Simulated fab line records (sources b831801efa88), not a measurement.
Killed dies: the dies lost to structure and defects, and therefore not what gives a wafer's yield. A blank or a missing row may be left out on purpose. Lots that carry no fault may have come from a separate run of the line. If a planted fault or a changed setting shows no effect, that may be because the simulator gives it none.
A struck lot beside a sound one -- flow sky130 -- 15 steps out of a route of 708
Sound: these wafers, L742.1, L742.3, L742.5. The struck wafers were L752.2, L752.3, L752.6. Last of all comes the cause.
Each step with rows lists, per side, the tool, then ch with its chambers, then its first start. Under that, the readings that differ: sound wafers -- struck wafers -- difference of the means -- sigmas: that difference in standard deviations of wafers without a fault.
alike: readings with means less than 2 such deviations apart, plus words and numbers identical on both sides. not compared: withheld readings, readings lacking a value on some wafer, bounds such as >300 that could conceal the same value, and numbers that have no deviation in the record and whose values overlap.
Wherever a step has rows on one side only, a row that says differs or no value, or a row with sigmas, the two part there. Non-overlapping numbers with no deviation appear without sigmas and do not part them. A reading missing from all wafers of one side parts the sides only when that side holds two or more wafers.

SKY_SPACER_ETCHBACK_02: etches Si3N4 in CH3F/O2, stops on SiO2, time 46.7 s, target depth 45 nm.
  sound on rieDiel-03 ch 1,2,3, day 25 06:49; struck on rieDiel-02 ch 1,2,3, day 29 01:12
  alike: drypumpMotorCurrentA, oesProductAu, throttleValvePct
  not compared: rfHoursCounterH
then, 8 steps without rows for these wafers: SKY_POLY_CUT_DEHYDRATE_00 (time 60 s); SKY_POLY_CUT_HMDS_01 (prime time 60 s); SKY_POLY_CUT_COAT_02 (resist thk 60 nm); SKY_POLY_CUT_COAT_03 (resist thk 450 nm); SKY_POLY_CUT_SOFTBAKE_04 (time 90 s); SKY_POLY_CUT_EXPOSE_05 (exposes mask NPCM, target cd 270 nm); SKY_POLY_CUT_PEB_06; SKY_POLY_CUT_DEVELOP_07 (develop time 60 s).
SKY_POLY_CUT_CD_MEAS_08: the cd target is 270 nm.
  struck on cdSem-02, day 30 05:43; sound on cdSem-02, day 26 12:03
  alike: cdNm
SKY_POLY_CUT_OVL_MEAS_09:
  struck on overlay-01, day 30 05:50; sound on overlay-01, day 26 12:10
  alike: POLY_CUT_OVL
SKY_POLY_CUT_ETCH_10: etches BARC in N2/H2, stops on SiO2, time 45.9 s, target depth 60 nm.
  sound on rieDiel-02 ch 1,3, day 26 12:13; struck on rieDiel-04 ch 0,1,2, day 30 05:52
  alike: biasW, chamberPressureMTorr, drypumpMotorCurrentA, oesProductAu, throttleValvePct
  not compared: rfHoursCounterH
SKY_POLY_CUT_ETCH_11: etches Si3N4 in CF4/CH2F2/Ar, stops on poly-Si, time 42.5 s, target depth 60 nm.
  sound on rieDiel-02 ch 1,3, day 26 12:15; struck on rieDiel-04 ch 0,1,2, day 30 05:54
  no value came back on the struck wafers for any of 5 readings (biasW (W), cf4FlowSccm (sccm) and others); on the sound wafers biasW (W) reads 149.3 149.4 149.3
  not compared: rfHoursCounterH
SKY_POLY_CUT_STRIP_12: strips in O2/N2.
  sound on plasmaAsher-04 ch 0,1, day 26 12:17; struck on plasmaAsher-01 ch 0,1, day 30 05:56
reading,sound,struck,difference,sigmas
stripTimeToEndpointS (s),5.386 5.399 5.386,5.362 5.350 5.333,-0.042,-2
  alike: drypumpMotorCurrentA, oesProductAu
  not compared: rfHoursCounterH
-- record jumps: 20 days separate the struck wafers' starts on either side; left off in module POLY_CUT, taken up again in module PAD_OPEN, whose first shown step is the route's number 708 --
SKY_PAD_OPEN_PROBE_99:
  struck on prober-02, day 49 21:55; sound on prober-01, day 47 06:17
reading,sound,struck,difference,sigmas
killedAtFrontEnd,13 12 27,428 420 408,+401,+85
killedDies,70 86 86,492 492 492,+411,+48
killedOnRim,12 14 20,96 96 96,+81,+20
  alike: killed_at_M0_to_M3, killed_at_M4_up, killedAtContacts, killedAtOther, killedOpen, killedShort

## WHERE THEY PART
At SKY_POLY_CUT_ETCH_11 first; at SKY_PAD_OPEN_PROBE_99 last (within this record only).

WHY: the cause the simulator had injected
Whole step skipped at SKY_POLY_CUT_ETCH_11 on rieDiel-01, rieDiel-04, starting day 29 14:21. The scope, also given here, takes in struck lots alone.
